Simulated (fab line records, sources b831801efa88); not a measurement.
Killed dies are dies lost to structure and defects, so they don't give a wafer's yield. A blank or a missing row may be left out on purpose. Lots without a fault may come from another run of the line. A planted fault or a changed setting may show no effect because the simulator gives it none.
fab line records | flow gf180mcu
record lots=5 wafers=15 last_day=34
route steps=602 shown V3@452 M4@456 V4@476
lots that met no fault: from a run of the same line without faults
start_h: hours from the record's first day to the start of the lot's first wafer shown | wait_h: hours since the lot's step before | " the same as in the row above | L1.1+2: a row that stands for several wafers | - no value, or no start given | * or withheld: withheld | < > ~ a bound
route shown NAME@n: a module of which the file shows steps, and the number in the route of the first | usual: mean/standard deviation of fault-free wafers | same: alike in all rows | chamber/n: place in a boat | sites: the reading at each site | _std_site: their standard deviation | _edge_site: outer sites' mean less inner sites' | radius_mm: how far each site lies from the wafer's centre | mask NAME#n: copy n | behind: the tool/chamber that last shaped the wafer | hold: why the lot was held/for how many hours/how that ended | device: the transistor (n, p or np) that didn't switch | end of line: the same wafers' tests at the end of the route | a step without rows: its recipe alone | killed: dies lost to structure and defects at the first sort, not the wafer's yield | map: a wafer's dies, x killed, . not, _ none there
set.NAME: the setting as run; set.NAME@STEP: as run at that earlier step | model.NAME: the simulator's own value behind a step, which no gauge read
lots at some steps of the route; a table a step, a row a wafer
services: from which hour (start_h, from the record's first day; less than 0 if before it) a tool's chamber was out of use, for how many hours, and why
## steps
# step GF_V3_CVD_23
# recipe material=W target_thk_nm=350 time_s=104.9 temp_c=400 pressure_torr=40
# usual heater_power_outer_w=556/43 heater_power_w=891/35
# columns lot.wafer tool chamber start_h wait_h heater_power_outer_w heater_power_w since_wet_clean_h
L081.1 cvd_w-02 1 580.31 0.0 514 852 176
L081.2 " 0 " " 495 867 176
L081.4 " 0 " " 504 859 -
L085.1 cvd_w-01 0 605.83 0.0 583 895 702
L085.4 " 1 " " 599 932 -
L085.5 " 0 " " 581 879 -
L088.3 cvd_w-01 1 630.02 0.1 589 913 -
L088.5 " 1 " " 587 927 -
L088.6 " 0 " " 579 907 -
L091.2 cvd_w-01 1 650.49 0.0 584 919 747
L091.3 " 0 " " 587 920 -
L091.4 " 1 " " 570 915 -
L094.3 cvd_w-02 0 672.92 0.1 505 871 -
L094.5 " 0 " " 507 872 -
L094.6 " 1 " " 526 861 -
# step GF_V3_RS_MEAS_24
# recipe thk_meas_gauge=four-point-probe reads=W_of_V3_CVD_23+TiN_of_V3_SPUTTER_22+Ti_of_V3_SPUTTER_21
# usual V3_W_RS=0.324/0.0045
# columns lot.wafer tool chamber start_h wait_h V3_W_RS[ohm/sq]
L081.1 film_metro-02 - 580.42 0.1 0.321
L081.2 " - " " 0.332
L081.4 " - " " 0.331
L085.1 film_metro-04 - 605.94 0.1 0.326
L085.4 " - " " 0.324
L085.5 " - " " 0.327
L088.3 film_metro-02 - 630.14 0.1 0.320
L088.5 " - " " 0.324
L088.6 " - " " 0.328
L091.2 film_metro-04 - 650.63 0.1 0.320
L091.3 " - " " 0.329
L091.4 " - " " 0.317
L094.3 film_metro-01 - 673.04 0.1 0.331
L094.5 " - " " 0.329
L094.6 " - " " 0.320
# step GF_V3_THK_MEAS_25
# recipe thk_meas_gauge=xrf reads=W_of_V3_CVD_23
# usual V3_W_THK=349/6
# columns lot.wafer tool chamber start_h wait_h V3_W_THK[nm]
L081.1 film_metro-02 - 580.54 0.1 357
L081.2 " - " " 347
L081.4 " - " " 344
L085.1 film_metro-04 - 606.06 0.1 344
L085.4 " - " " 347
L085.5 " - " " 342
L088.3 film_metro-02 - 630.24 0.1 350
L088.5 " - " " 349
L088.6 " - " " 345
L091.2 film_metro-04 - 650.74 0.1 353
L091.3 " - " " 342
L091.4 " - " " 356
L094.3 film_metro-01 - 673.14 0.1 346
L094.5 " - " " 347
L094.6 " - " " 359
# step GF_V3_CMP_26
# recipe stop_on=SiO2 down_force_psi=3.5 platen_rpm=60 t_overpolish_s=15 target_thk_nm=0 pad_velocity_m_s=0.94248
# usual edge_zone_pressure_frac=1.001/0.0058 head_pressure_psi=3.501/0.0067 motor_current_A=11.4/1.8 overpolish_run_s=15.000/0.0093 time_to_endpoint_s=87/4
# columns lot.wafer tool chamber start_h wait_h edge_zone_pressure_frac head_pressure_psi motor_current_A overpolish_run_s time_to_endpoint_s
L081.1 cmp-01 0 580.85 0.3 1.005 3.499 10.8 15.011 88
L081.4 " 1 " " 0.994 3.500 9.6 15.003 88
L081.2 " 2 " " 0.990 3.508 8.2 15.006 83
L085.1 cmp-02 3 606.22 0.1 1.006 3.488 13.5 14.995 84
L085.4 " 0 " " 1.005 3.504 14.4 15.002 89
L085.5 " 1 " " 0.988 3.496 11.9 14.999 87
L088.3 cmp-01 0 630.43 0.2 0.999 3.498 10.6 15.000 88
L088.5 " 1 " " 1.008 3.500 9.6 14.994 94
L088.6 " 2 " " 0.993 3.498 9.1 14.989 87
L091.4 cmp-01 0 650.79 0.0 1.011 3.506 10.5 14.993 93
L091.3 " 1 " " 0.985 3.490 9.6 14.991 92
L091.2 " 3 " " 0.996 3.491 10.3 14.997 93
L094.3 cmp-02 1 673.33 0.2 1.002 3.500 11.4 14.998 88
L094.5 " 2 " " 0.995 3.507 10.2 14.996 81
L094.6 " 3 " " 0.999 3.489 14.1 14.979 85
# step GF_M4_SPUTTER_00
# recipe material=Ti target_thk_nm=37.5 arriving_ion_energy_ev=80 substrate_temp_c=200 chamber_pressure_pa=1.952 power_w=4000 time_s=150
# usual chamber_pressure_pa=1.952/0.004 throttle_valve_pct=30.2/0.88
# columns lot.wafer tool chamber start_h wait_h chamber_pressure_pa throttle_valve_pct
L081.1 pvd_sputter-02 - 581.15 0.2 1.951 29.0
L081.2 " - " " 1.958 29.8
L081.4 " - " " 1.958 30.5
L085.1 pvd_sputter-03 - 606.42 0.1 1.953 31.1
L085.4 " - " " 1.945 30.0
L085.5 " - " " 1.957 31.4
L088.3 pvd_sputter-03 - 630.58 0.1 1.950 31.1
L088.5 " - " " 1.953 31.1
L088.6 " - " " 1.955 29.8
L091.2 pvd_sputter-02 - 651.09 0.1 1.952 30.4
L091.3 " - " " 1.953 29.8
L091.4 " - " " 1.949 30.7
L094.3 pvd_sputter-03 - 673.48 0.1 1.950 31.2
L094.5 " - " " 1.949 30.1
L094.6 " - " " 1.950 31.2
# step GF_M4_SPUTTER_01
# recipe material=TiN target_thk_nm=30 power_w=6500 time_s=25 chamber_pressure_pa=0.4
# usual chamber_pressure_pa=0.3999/0.00082 throttle_valve_pct=30.2/0.88
# columns lot.wafer tool chamber start_h wait_h chamber_pressure_pa throttle_valve_pct
L081.1 pvd_sputter-02 - 581.25 0.1 0.4002 29.1
L081.2 " - " " 0.3997 29.9
L081.4 " - " " 0.3998 30.7
L085.1 pvd_sputter-03 - 606.52 0.1 0.3987 31.3
L085.4 " - " " 0.4008 29.8
L085.5 " - " " 0.4001 31.1
L088.3 pvd_sputter-03 - 630.68 0.1 0.3994 31.2
L088.5 " - " " 0.3988 31.3
L088.6 " - " " 0.3991 29.9
L091.2 pvd_sputter-02 - 651.19 0.1 0.3996 30.5
L091.3 " - " " 0.3988 30.0
L091.4 " - " " 0.4007 30.8
L094.3 pvd_sputter-03 - 673.58 0.1 0.3987 31.4
L094.5 " - " " 0.4004 30.0
L094.6 " - " " 0.4000 31.2
# step GF_M4_SPUTTER_02
# recipe material=AlCu target_thk_nm=450 power_w=10600 time_s=23.9 chamber_pressure_pa=0.4
# usual chamber_pressure_pa=0.4001/0.00076 throttle_valve_pct=30.2/0.88
# columns lot.wafer tool chamber start_h wait_h chamber_pressure_pa throttle_valve_pct
L081.1 pvd_sputter-02 - 581.28 0.0 0.4005 28.9
L081.2 " - " " 0.4006 30.1
L081.4 " - " " 0.3999 30.7
L085.1 pvd_sputter-03 - 606.55 0.0 0.4005 31.3
L085.4 " - " " 0.3996 30.0
L085.5 " - " " 0.4003 31.3
L088.3 pvd_sputter-03 - 630.71 0.0 0.4005 31.1
L088.5 " - " " 0.4008 31.1
L088.6 " - " " 0.3993 29.9
L091.2 pvd_sputter-02 - 651.22 0.0 0.3998 30.4
L091.3 " - " " 0.3998 29.8
L091.4 " - " " 0.3995 30.4
L094.3 pvd_sputter-03 - 673.61 0.0 0.4003 31.4
L094.5 " - " " 0.3998 29.6
L094.6 " - " " 0.4000 31.3
# step GF_M4_SPUTTER_03
# recipe material=Ti target_thk_nm=10 substrate_temp_c=300 chamber_pressure_pa=0.3 power_w=3000 time_s=6.7
# usual chamber_pressure_pa=0.3000/0.00065 throttle_valve_pct=30.2/0.88
# columns lot.wafer tool chamber start_h wait_h chamber_pressure_pa throttle_valve_pct
L081.1 pvd_sputter-02 - 581.31 0.0 0.2990 29.0
L081.2 " - " " 0.3002 29.5
L081.4 " - " " 0.3000 30.6
L085.1 pvd_sputter-03 - 606.58 0.0 0.3003 31.1
L085.4 " - " " 0.2997 29.9
L085.5 " - " " 0.2988 31.4
L088.3 pvd_sputter-03 - 630.74 0.0 0.3007 31.3
L088.5 " - " " 0.3006 31.3
L088.6 " - " " 0.3011 30.0
L091.2 pvd_sputter-02 - 651.25 0.0 0.3013 30.4
L091.3 " - " " 0.3009 29.8
L091.4 " - " " 0.2991 30.6
L094.3 pvd_sputter-03 - 673.64 0.0 0.3000 31.1
L094.5 " - " " 0.3002 29.9
L094.6 " - " " 0.3006 31.7
# step GF_M4_SPUTTER_04
# recipe material=TiN target_thk_nm=50 power_w=6500 time_s=41.7 chamber_pressure_pa=0.4
# usual chamber_pressure_pa=0.4001/0.00082 throttle_valve_pct=30.2/0.88
# columns lot.wafer tool chamber start_h wait_h chamber_pressure_pa throttle_valve_pct
L081.1 pvd_sputter-02 - 581.33 0.0 0.4002 29.2
L081.2 " - " " 0.3995 30.1
L081.4 " - " " 0.4004 30.7
L085.1 pvd_sputter-03 - 606.60 0.0 0.4013 31.4
L085.4 " - " " 0.4006 30.0
L085.5 " - " " 0.4005 31.0
L088.3 pvd_sputter-03 - 630.76 0.0 0.3998 30.9
L088.5 " - " " 0.3994 31.4
L088.6 " - " " 0.4016 29.9
L091.2 pvd_sputter-02 - 651.27 0.0 0.3992 30.7
L091.3 " - " " 0.3992 29.8
L091.4 " - " " 0.4012 30.4
L094.3 pvd_sputter-03 - 673.66 0.0 0.3981 31.3
L094.5 " - " " 0.4002 29.9
L094.6 " - " " 0.3991 31.2
# step GF_M4_RS_MEAS_05
# recipe thk_meas_gauge=four-point-probe reads=TiN_of_M4_SPUTTER_04+Ti_of_M4_SPUTTER_03+AlCu_of_M4_SPUTTER_02+TiN_of_M4_SPUTTER_01+Ti_of_M4_SPUTTER_00
# usual M4_ALCU_RS=0.0692/0.00072
# columns lot.wafer tool chamber start_h wait_h M4_ALCU_RS[ohm/sq]
L081.1 film_metro-03 - 581.37 0.0 0.0693
L081.2 " - " " 0.0707
L081.4 " - " " 0.0698
L085.1 film_metro-01 - 606.64 0.0 0.0694
L085.4 " - " " 0.0696
L085.5 " - " " 0.0696
L088.3 film_metro-03 - 630.84 0.1 0.0698
L088.5 " - " " 0.0702
L088.6 " - " " 0.0702
L091.2 film_metro-03 - 651.33 0.0 0.0691
L091.3 " - " " 0.0690
L091.4 " - " " 0.0686
L094.3 film_metro-01 - 673.74 0.1 0.0694
L094.5 " - " " 0.0687
L094.6 " - " " 0.0694
# step GF_M4_THK_MEAS_06
# recipe thk_meas_gauge=xrf reads=AlCu_of_M4_SPUTTER_02
# usual M4_ALCU_THK=448/5
# columns lot.wafer tool chamber start_h wait_h M4_ALCU_THK[nm]
L081.1 film_metro-03 - 581.49 0.1 446
L081.2 " - " " 436
L081.4 " - " " 441
L085.1 film_metro-01 - 606.76 0.1 447
L085.4 " - " " 445
L085.5 " - " " 448
L088.3 film_metro-03 - 630.94 0.1 448
L088.5 " - " " 447
L088.6 " - " " 445
L091.2 film_metro-03 - 651.44 0.1 451
L091.3 " - " " 450
L091.4 " - " " 456
L094.3 film_metro-01 - 673.84 0.1 453
L094.5 " - " " 454
L094.6 " - " " 450
# step GF_M4_DEHYDRATE_07
# recipe temp_c=200 time_s=60
# columns lot.wafer tool chamber start_h wait_h
L081.1+2+4 litho_track-03 0 591.62 10.1
L085.1+4+5 litho_track-03 0 616.67 9.9
L088.3+5+6 litho_track-04 0 641.02 10.1
L091.2+3+4 litho_track-01 0 660.63 9.2
L094.3+5+6 litho_track-03 0 682.87 9.0
# step GF_M4_HMDS_08
# recipe prime_time_s=60 prime_temp_c=120
# columns lot.wafer tool chamber start_h wait_h
L081.1+2+4 litho_track-03 0 591.77 0.1
L085.1+4+5 litho_track-03 0 616.82 0.1
L088.3+5+6 litho_track-04 0 641.17 0.1
L091.2+3+4 litho_track-01 0 660.78 0.1
L094.3+5+6 litho_track-03 0 683.02 0.1
# step GF_M4_COAT_09
# recipe resist=KrF spin_rpm=withheld resist_thk_nm=1000
# columns lot.wafer tool chamber start_h wait_h
L081.1+2+4 litho_track-03 0 591.92 0.1
L085.1+4+5 litho_track-03 0 616.97 0.1
L088.3+5+6 litho_track-04 0 641.32 0.1
L091.2+3+4 litho_track-01 0 660.93 0.1
L094.3+5+6 litho_track-03 0 683.17 0.1
# step GF_M4_SOFTBAKE_10
# recipe temp_c=130 time_s=61.35 resist=KrF
# usual plate_sensor_t_centre_C=131.02/0.011 plate_sensor_t_edge_C=131.21/0.011
# columns lot.wafer tool chamber start_h wait_h plate_sensor_t_centre_C plate_sensor_t_edge_C
L081.1 litho_track-03 0 592.07 0.1 131.01 131.22
L081.2 " 0 " " 131.03 131.21
L081.4 " 0 " " 131.02 131.19
L085.1 litho_track-03 0 617.12 0.1 131.01 131.23
L085.4 " 0 " " 131.02 131.21
L085.5 " 0 " " 131.03 131.22
L088.3 litho_track-04 0 641.47 0.1 131.01 131.2
L088.5 " 0 " " 131.03 131.2
L088.6 " 0 " " 131.01 131.2
L091.2 litho_track-01 0 661.08 0.1 131.02 131.21
L091.3 " 0 " " 131.02 131.2
L091.4 " 0 " " 131.02 131.19
L094.3 litho_track-03 0 683.32 0.1 131.03 131.2
L094.5 " 0 " " 131.01 131.21
L094.6 " 0 " " 131 131.21
# step GF_M4_EXPOSE_11
# recipe mask_id=Metal4 target_cd_nm=280 na=0.68 source_shape=conventional sigma_outer=0.6 dose_mj=28
# usual focus_offset_nm=0.0/0.5
# columns lot.wafer tool chamber start_h wait_h mask focus_offset_nm
L081.1 krf_scanner-01 0 - - Metal4#0 -0.3
L081.2 " 0 " " Metal4#0 -0.3
L081.4 " 0 " " Metal4#0 0.5
L085.1 krf_scanner-01 0 - - Metal4#0 -0.2
L085.4 " 0 " " Metal4#0 -0.1
L085.5 " 0 " " Metal4#0 -0.2
L088.3 krf_scanner-02 0 - - Metal4#0 -0.1
L088.5 " 0 " " Metal4#0 0.1
L088.6 " 0 " " Metal4#0 -0.2
L091.2 krf_scanner-02 0 - - Metal4#0 0.0
L091.3 " 0 " " Metal4#0 0.8
L091.4 " 0 " " Metal4#0 0.8
L094.3 krf_scanner-01 0 - - Metal4#0 -0.3
L094.5 " 0 " " Metal4#0 0.6
L094.6 " 0 " " Metal4#0 0.4
# step GF_M4_PEB_12
# recipe peb_temp_c=135 peb_time_s=90 resist=KrF
# columns lot.wafer tool chamber start_h wait_h
L081.1+2+4 litho_track-03 0 - -
L085.1+4+5 litho_track-01 0 - -
L088.3+5+6 litho_track-03 0 - -
L091.2+3+4 litho_track-04 0 - -
L094.3+5+6 litho_track-03 0 - -
# step GF_M4_DEVELOP_13
# recipe develop_time_s=60 dev_temp_c=21
# same develop_time_s=60
# columns lot.wafer tool chamber start_h wait_h
L081.1+2+4 litho_track-03 0 602.52 0.2
L085.1+4+5 litho_track-01 0 627.16 0.2
L088.3+5+6 litho_track-03 0 650.97 0.1
L091.2+3+4 litho_track-04 0 671.05 0.2
L094.3+5+6 litho_track-03 0 692.57 0.1
# step GF_M4_CD_MEAS_14
# recipe target_cd_nm=280
# usual cd_nm=279.9/1.1
# columns lot.wafer tool chamber start_h wait_h cd_nm
L081.1 cd_sem-02 - 602.67 0.1 281.6
L081.2 " - " " 281.1
L081.4 " - " " 280.7
L085.1 cd_sem-01 - 627.31 0.1 281.6
L085.4 " - " " 281.1
L085.5 " - " " 282.0
L088.3 cd_sem-01 - 651.11 0.1 280.1
L088.5 " - " " 279.5
L088.6 " - " " 280.2
L091.2 cd_sem-02 - 671.19 0.1 279.3
L091.3 " - " " 279.4
L091.4 " - " " 279.0
L094.3 cd_sem-01 - 692.82 0.2 281.0
L094.5 " - " " 281.0
L094.6 " - " " 280.3
# step GF_M4_OVL_MEAS_15
# usual M4_OVL=2/4.7
# columns lot.wafer tool chamber start_h wait_h M4_OVL[nm]
L081.1 overlay-01 - 602.84 0.2 0
L081.2 " - " " 7
L081.4 " - " " 10
L085.1 overlay-01 - 627.43 0.1 1
L085.4 " - " " -1
L085.5 " - " " -3
L088.3 overlay-01 - 651.20 0.1 4
L088.5 " - " " 3
L088.6 " - " " -4
L091.2 overlay-02 - 671.30 0.1 -4
L091.3 " - " " -4
L091.4 " - " " -5
L094.3 overlay-02 - 692.91 0.1 9
L094.5 " - " " 6
L094.6 " - " " 9
# step GF_M4_METAL_ETCH_16
# recipe chemistry=Cl2/BCl3 mask_material=KrF target_depth_nm=627.5 stop_on=SiO2 pressure_mtorr=8 icp_w=800 bias_w=140 Cl2_flow_sccm=80 bcl3_flow_sccm=40 time_s=104.6
# usual bcl3_flow_sccm=40.01/0.12 drypump_motor_current_A=5.6/0.48 mfc_cl2_sccm=80.01/0.23 oes_product_au=0.973/0.0065 throttle_valve_pct=28.250/0.011
# columns lot.wafer tool chamber start_h wait_h bcl3_flow_sccm drypump_motor_current_A mfc_cl2_sccm oes_product_au rf_hours_counter_h throttle_valve_pct
L081.1 rie_metal-01 1 602.88 0.0 39.87 6.1 80.09 0.966 13 28.257
L081.2 " 0 " " 39.99 6.4 79.83 0.962 11 28.276
L081.4 " 1 " " 39.87 6.1 80.01 0.969 - 28.256
L085.1 rie_metal-04 1 627.47 0.0 40.17 5.4 80.08 0.970 11 28.238
L085.4 " 1 " " 40.17 5.3 79.80 0.969 - 28.252
L085.5 " 1 " " 40.17 5.3 80.36 0.974 - 28.257
L088.3 rie_metal-04 1 651.26 0.1 39.97 5.4 79.99 0.966 - 28.254
L088.5 " 0 " " 39.98 6.0 79.80 0.973 - 28.263
L088.6 " 1 " " 39.97 5.3 79.91 0.969 - 28.261
L091.2 rie_metal-02 0 671.33 0.0 39.97 5.3 79.94 0.978 10 28.256
L091.3 " 1 " " 40.16 5.0 79.64 0.977 - 28.253
L091.4 " 0 " " 40.09 5.3 80.08 0.985 - 28.251
L094.3 rie_metal-01 0 692.97 0.1 39.85 6.4 79.96 0.976 - 28.261
L094.5 " 1 " " 40.08 6.1 79.99 0.973 - 28.246
L094.6 " 0 " " 40.04 6.4 79.89 0.972 - 28.261
# step GF_M4_STRIP_17
# recipe chemistry=O2/N2 power_w=1400 pressure_mtorr=1500 platen_temp_c=250 o2_flow_sccm=3000 n2_flow_sccm=300 overash_fraction=0.5
# usual drypump_motor_current_A=6.0/0.53 heater_power_w=360/39 oes_product_au=0.558/0.0049 strip_time_to_endpoint_s=7.89/0.05
# columns lot.wafer tool chamber start_h wait_h drypump_motor_current_A heater_power_w oes_product_au rf_hours_counter_h strip_time_to_endpoint_s
L081.1 plasma_asher-04 1 602.99 0.1 6.6 387 0.558 93 7.96
L081.2 " 0 " " 6.1 396 0.557 93 7.97
L081.4 " 1 " " 6.6 392 0.559 - 7.89
L085.1 plasma_asher-04 0 627.69 0.2 6.1 399 0.559 96 7.93
L085.4 " 1 " " 6.6 397 0.558 - 7.91
L085.5 " 1 " " 6.6 402 0.560 - 7.92
L088.3 plasma_asher-04 0 651.37 0.1 6.1 394 0.557 - 7.89
L088.5 " 0 " " 6.1 402 0.556 - 7.88
L088.6 " 1 " " 6.6 382 0.556 - 7.90
L091.2 plasma_asher-04 1 671.44 0.1 6.6 396 0.552 100 7.82
L091.3 " 1 " " 6.6 394 0.559 - 7.89
L091.4 " 0 " " 6.1 385 0.550 - 7.84
L094.3 plasma_asher-01 0 693.08 0.1 6.4 352 0.556 - 7.93
L094.5 " 0 " " 6.4 354 0.560 - 7.93
L094.6 " 1 " " 5.4 317 0.562 - 7.93
# step GF_M4_STRIP_18
# recipe chemistry=post_etch_residue_remover time_s=1200 temp_c=72.5
# columns lot.wafer tool chamber start_h wait_h
L081.1+2+4 wet_bench-01 1 603.09 0.1
L085.1+4+5 wet_bench-01 0 627.79 0.1
L088.3+5+6 wet_bench-01 2 651.44 0.0
L091.2+3+4 wet_bench-04 3 671.54 0.1
L094.3+5+6 wet_bench-01 1 693.15 0.0
# step GF_M4_CLEAN_19
# recipe chemistry=DIW dry=n2_spin
# columns lot.wafer tool chamber start_h wait_h
L081.1+2+4 wet_bench-01 2 603.43 0.0
L085.1+4+5 wet_bench-04 3 628.13 0.0
L088.3+5+6 wet_bench-04 3 651.78 0.0
L091.2+3+4 wet_bench-03 1 671.88 0.0
L094.3+5+6 wet_bench-04 0 693.49 0.0
# step GF_V4_CVD_00
# recipe material=SiO2 target_thk_nm=600 sigma_open_frac=0.3 temp_c=400 time_s=100 sih4_flow_sccm=60 pressure_mtorr=6
# columns lot.wafer tool chamber start_h wait_h
L081.1+2+4 hdpcvd-02 0,1,2 603.52 0.0
L085.1+4+5 hdpcvd-02 1,2,0 628.22 0.0
L088.3+5+6 hdpcvd-01 0,0,1 651.88 0.0
L091.2+3+4 hdpcvd-02 0,2,1 671.97 0.0
L094.3+5+6 hdpcvd-02 2,1,2 693.59 0.0
# step GF_V4_THK_MEAS_01
# recipe reads=SiO2_of_V4_CVD_00
# usual V4_CVD_00_THK=599/5.9
# columns lot.wafer tool chamber start_h wait_h V4_CVD_00_THK[nm]
L081.1 film_metro-03 - 603.60 0.0 604
L081.2 " - " " 604
L081.4 " - " " 608
L085.1 film_metro-04 - 628.30 0.0 608
L085.4 " - " " 605
L085.5 " - " " 603
L088.3 film_metro-02 - 651.97 0.1 590
L088.5 " - " " 593
L088.6 " - " " 598
L091.2 film_metro-03 - 672.05 0.0 593
L091.3 " - " " 591
L091.4 " - " " 603
L094.3 film_metro-04 - 693.68 0.1 595
L094.5 " - " " 602
L094.6 " - " " 598
# step GF_V4_CVD_02
# recipe material=SiO2 target_thk_nm=850 precursor=TEOS temp_c=400 time_s=94.851 rf_w=600
# usual heater_power_outer_w=424/59 heater_power_w=701/88
# columns lot.wafer tool chamber start_h wait_h heater_power_outer_w heater_power_w since_wet_clean_h
L081.1 pecvd-02 2 603.66 0.1 472 744 429
L081.2 " 0 " " 332 557 429
L081.4 " 2 " " 367 615 -
L085.1 pecvd-03 2 628.36 0.1 374 595 245
L085.4 " 2 " " 394 631 -
L085.5 " 1 " " 534 841 -
L088.3 pecvd-03 1 652.01 0.0 558 853 269
L088.5 " 2 " " 451 675 -
L088.6 " 1 " " 417 674 -
L091.2 pecvd-01 2 672.10 0.0 506 853 67
L091.3 " 1 " " 455 741 67
L091.4 " 2 " " 379 678 -
L094.3 pecvd-03 0 693.72 0.0 398 686 311
L094.5 " 0 " " 429 731 -
L094.6 " 2 " " 402 612 -
# step GF_V4_THK_MEAS_03
# recipe reads=SiO2_of_V4_CVD_02
# usual V4_CVD_02_THK=848/11
# columns lot.wafer tool chamber start_h wait_h V4_CVD_02_THK[nm]
L081.1 film_metro-02 - 603.73 0.0 824
L081.2 " - " " 829
L081.4 " - " " 843
L085.1 film_metro-02 - 628.42 0.0 858
L085.4 " - " " 874
L085.5 " - " " 861
L088.3 film_metro-02 - 652.10 0.1 840
L088.5 " - " " 848
L088.6 " - " " 837
L091.2 film_metro-04 - 672.18 0.0 849
L091.3 " - " " 850
L091.4 " - " " 862
L094.3 film_metro-02 - 693.81 0.1 838
L094.5 " - " " 853
L094.6 " - " " 849
# step GF_V4_CMP_04
# recipe material=SiO2 down_force_psi=4 platen_rpm=60 pad_velocity_m_s=0.94248
# usual edge_zone_pressure_frac=0.999/0.0053 head_pressure_psi=4.000/0.0082 motor_current_A=12.6/1.9 time_to_endpoint_s=83/4.8
# columns lot.wafer tool chamber start_h wait_h edge_zone_pressure_frac head_pressure_psi motor_current_A time_to_endpoint_s
L081.2 cmp-02 1 603.79 0.0 0.998 3.998 12.7 82
L081.1 " 2 " " 0.999 3.999 11.8 72
L081.4 " 3 " " 0.990 4.007 14.9 76
L085.1 cmp-01 0 628.53 0.1 0.998 3.980 12.1 83
L085.4 " 2 " " 1.002 4.005 10.0 91
L085.5 " 0 " " 0.992 4.000 11.8 86
L088.3 cmp-02 1 652.33 0.2 0.995 3.991 12.4 83
L088.5 " 1 " " 0.998 3.997 13.0 89
L088.6 " 2 " " 0.999 3.996 12.0 76
L091.2 cmp-02 1 672.23 0.0 1.007 4.013 12.7 91
L091.4 " 2 " " 0.992 4.005 12.0 89
L091.3 " 0 " " 0.997 3.999 15.2 91
L094.3 cmp-02 0 693.95 0.1 0.990 4.001 14.9 84
L094.5 " 2 " " 0.994 4.022 11.5 82
L094.6 " 3 " " 0.996 4.007 15.5 82
# step GF_V4_BOW_MEAS_05
# recipe mode=bow
# usual V4_BOW=136/9
# columns lot.wafer tool chamber start_h wait_h V4_BOW[um]
L081.1 film_metro-03 - 604.09 0.2 147
L081.2 " - " " 138
L081.4 " - " " 141
L085.1 film_metro-03 - 628.78 0.2 142
L085.4 " - " " 145
L085.5 " - " " 147
L088.3 film_metro-02 - 652.67 0.3 134
L088.5 " - " " 134
L088.6 " - " " 133
L091.2 film_metro-04 - 672.55 0.3 150
L091.3 " - " " 129
L091.4 " - " " 133
L094.3 film_metro-03 - 694.19 0.2 117
L094.5 " - " " 135
L094.6 " - " " 134
# step GF_V4_DEHYDRATE_06
# recipe temp_c=200 time_s=60
# columns lot.wafer tool chamber start_h wait_h
L081.1+2+4 litho_track-02 0 613.65 9.5
L085.1+4+5 litho_track-03 0 638.52 9.7
L088.3+5+6 litho_track-02 0 662.00 9.3
L091.2+3+4 litho_track-02 0 681.77 9.2
L094.3+5+6 litho_track-03 0 703.52 9.3
# step GF_V4_HMDS_07
# recipe prime_time_s=60 prime_temp_c=120
# columns lot.wafer tool chamber start_h wait_h
L081.1+2+4 litho_track-02 0 613.80 0.1
L085.1+4+5 litho_track-03 0 638.67 0.1
L088.3+5+6 litho_track-02 0 662.15 0.1
L091.2+3+4 litho_track-02 0 681.92 0.1
L094.3+5+6 litho_track-03 0 703.67 0.1
# step GF_V4_COAT_08
# recipe resist=BARC temp_c=withheld time_s=withheld spin_rpm=withheld resist_thk_nm=withheld
# columns lot.wafer tool chamber start_h wait_h
L081.1+2+4 litho_track-02 0 613.95 0.1
L085.1+4+5 litho_track-03 0 638.82 0.1
L088.3+5+6 litho_track-02 0 662.30 0.1
L091.2+3+4 litho_track-02 0 682.07 0.1
L094.3+5+6 litho_track-03 0 703.82 0.1
# step GF_V4_COAT_09
# recipe resist=KrF spin_rpm=withheld resist_thk_nm=1000
# columns lot.wafer tool chamber start_h wait_h
L081.1+2+4 litho_track-02 0 - -
L085.1+4+5 litho_track-03 0 - -
L088.3+5+6 litho_track-02 0 - -
L091.2+3+4 litho_track-02 0 - -
L094.3+5+6 litho_track-03 0 - -
# step GF_V4_SOFTBAKE_10
# recipe temp_c=130 time_s=60 resist=KrF
# columns lot.wafer tool chamber start_h wait_h
L081.1+2+4 litho_track-02 0 - -
L085.1+4+5 litho_track-03 0 - -
L088.3+5+6 litho_track-02 0 - -
L091.2+3+4 litho_track-02 0 - -
L094.3+5+6 litho_track-03 0 - -
# step GF_V4_EXPOSE_11
# recipe mask_id=Via4 target_cd_nm=260 na=0.68 source_shape=conventional sigma_outer=0.6 dose_mj=38
# usual focus_offset_nm=0.1/0.57
# columns lot.wafer tool chamber start_h wait_h mask focus_offset_nm
L081.1 krf_scanner-02 0 - - Via4#0 0.3
L081.2 " 0 " " Via4#0 -0.1
L081.4 " 0 " " Via4#0 0.1
L085.1 krf_scanner-02 0 - - Via4#0 0.5
L085.4 " 0 " " Via4#0 0.9
L085.5 " 0 " " Via4#0 0.9
L088.3 krf_scanner-02 0 - - Via4#0 0.7
L088.5 " 0 " " Via4#0 -0.7
L088.6 " 0 " " Via4#0 0.0
L091.2 krf_scanner-01 0 - - Via4#0 -1.3
L091.3 " 0 " " Via4#0 -0.8
L091.4 " 0 " " Via4#0 0.0
L094.3 krf_scanner-01 0 - - Via4#0 -1.1
L094.5 " 0 " " Via4#0 -0.3
L094.6 " 0 " " Via4#0 -0.7
# step GF_V4_PEB_12
# recipe peb_temp_c=135 peb_time_s=90 resist=KrF
# columns lot.wafer tool chamber start_h wait_h
L081.1+2+4 litho_track-02 0 - -
L085.1+4+5 litho_track-02 0 - -
L088.3+5+6 litho_track-02 0 - -
L091.2+3+4 litho_track-02 0 - -
L094.3+5+6 litho_track-02 0 - -
# step GF_V4_DEVELOP_13
# recipe develop_time_s=60 resist=KrF dev_temp_c=21
# same develop_time_s=60
# columns lot.wafer tool chamber start_h wait_h
L081.1+2+4 litho_track-02 0 624.80 0.2
L085.1+4+5 litho_track-02 0 649.10 0.2
L088.3+5+6 litho_track-02 0 672.30 0.1
L091.2+3+4 litho_track-02 0 691.47 0.2
L094.3+5+6 litho_track-02 0 712.35 0.1
## services
# columns tool chamber start_h hours kind
krf_scanner-02 - 558.85 1.0 pm
hdpcvd-02 0 566.56 16.1 repair
krf_scanner-01 - 567.63 1.0 pm
cmp-02 - 568.49 6.4 pm
cmp-01 - 572.26 4.0 pm
cmp-02 - 576.43 7.8 pm
hdpcvd-02 1 581.51 9.5 repair
hdpcvd-02 0 589.30 7.0 repair
cmp-02 - 589.71 3.4 repair
krf_scanner-02 - 594.71 0.8 pm
cmp-01 - 596.90 0.8 repair
krf_scanner-02 - 599.55 0.2 repair
cmp-01 - 606.01 4.8 repair
cmp-01 - 616.58 1.8 repair
pvd_sputter-02 - 617.70 6.2 repair
krf_scanner-01 - 633.00 0.8 pm
hdpcvd-02 2 639.41 6.3 repair
krf_scanner-01 - 643.13 0.3 repair
krf_scanner-02 - 644.32 0.7 repair
cmp-02 - 665.50 3.0 repair
krf_scanner-01 - 676.48 1.3 pm
pvd_sputter-03 - 677.38 1.3 repair
cmp-02 - 678.75 0.5 repair
krf_scanner-02 - 682.93 1.3 pm
## key
fault none
